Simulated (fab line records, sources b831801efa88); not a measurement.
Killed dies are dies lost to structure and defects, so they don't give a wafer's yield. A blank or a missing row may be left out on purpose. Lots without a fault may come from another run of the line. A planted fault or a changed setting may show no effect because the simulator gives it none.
Problem report in the 8D (eight disciplines) form, filled by code | flow sky130 | the parts of the form that need people (team, actions taken, sign-off) are left out

1. THE PROBLEM
VT_ADJUST_LVTN_TW at SKY_VT_ADJUST_LVTN_TW_MEAS_10 reads a mean of 29.7 on 3 wafers of 2 lots; wafers without a fault read 239.7 with a standard deviation of 1.4. That is -99 or more standard deviations from the usual mean.
First seen on wafer L790.2, day 9 20:31, on film_metro-02. The record holds 36 wafers of 12 lots with a number at this step. Rule for "out", or "out of limits": more than 4 standard deviations from the usual mean. The other wafers with a number count as sound.

2. WHAT IT IS AND WHAT IT IS NOT
question                    | is                     | is not
which readings at this step | VT_ADJUST_LVTN_TW      | -
which lots                  | L790, L792             | L779, L780, L782, L791, L793, L795, L797, L798, L799, L801
which wafers of those lots  | L790.2, L792.1, L792.6 | L790.3, L790.5, L792.5
read on which gauges        | film_metro-02          | film_metro-03, film_metro-04
when                        | from day 9 20:31       | up to then (11 sound wafers); but 22 sound wafers of L791, L792, L793, L795, L797, L798, L799, L801 came after

3. SUSPECTS, AND WHAT RULES EACH OUT
Counting: a tool at a process step up to the reading stays a suspect if it ran every lot that is out. Sound lots after the first of them don't rule it out here, since some wafers of a struck lot are sound.
- the gauge at SKY_VT_ADJUST_LVTN_TW_MEAS_10: ruled out. All the wafers that are out were read on film_metro-02, but those of them that SKY_PAD_OPEN_PROBE_99 has rows for are out there too, on other tools.
- litho_track-03 at SKY_VT_ADJUST_LVTN_DEVELOP_06 (develop time 60 s): kept. It ran every lot that is out, first L790 (day 9 20:00); its last sound lot up to then is L782 (day 7 21:00).
Left after counting: litho_track-03 at SKY_VT_ADJUST_LVTN_DEVELOP_06.

4. THE CAUSE (what the simulator had put in)
Process parameter drift: litho_track-03, from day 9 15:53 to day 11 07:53, at SKY_VT_ADJUST_LVTN_DEVELOP_06. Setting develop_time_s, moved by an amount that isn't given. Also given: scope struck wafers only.
Counting left only this tool.

5. THE CHAIN OF EFFECTS, in route order
Each row: a reading whose mean over the struck wafers that have a number lies more than 3 standard deviations from the usual. Only readings for which the record gives a usual standard deviation are gone through. hours: the time from each lot's start at the first step in this table that gives one to its start at this step, as a median over the lots. sigmas: the change in usual standard deviations.
hours | step                          | reading             | usual | on struck wafers | change | sigmas
0     | SKY_VT_ADJUST_LVTN_TW_MEAS_10 | VT_ADJUST_LVTN_TW   | 239.7 | 29.7             | -210.0 | -99 or more
930   | SKY_PAD_OPEN_PROBE_99         | killed_at_front_end | 15    | 423              | +408   | +87
930   | SKY_PAD_OPEN_PROBE_99         | killed_dies         | 87    | 492              | +405   | +44
930   | SKY_PAD_OPEN_PROBE_99         | killed_on_rim       | 17    | 96               | +79    | +19
The process steps in it:
- SKY_PAD_OPEN_PROBE_99
Readings that are blank on the struck wafers while sound wafers have them: VT_ADJUST_LVTN_OVL at SKY_VT_ADJUST_LVTN_OVL_MEAS_07.

6. WHAT WOULD HAVE CAUGHT IT SOONER
In this record the first reading out of limits at a measuring or inspecting step was taken at day 9 20:31, 5 hours after the fault began at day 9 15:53.
Between SKY_VT_ADJUST_LVTN_DEVELOP_06 and SKY_VT_ADJUST_LVTN_TW_MEAS_10, SKY_VT_ADJUST_LVTN_OVL_MEAS_07 gave no VT_ADJUST_LVTN_OVL on the struck wafers, where sound wafers have one: a measuring or inspecting step that comes back empty is itself a sign.
Of the lots that are out (2), L792 began SKY_VT_ADJUST_LVTN_DEVELOP_06 on litho_track-03 after day 9 20:31. A hold on the tool at that time would have spared it.
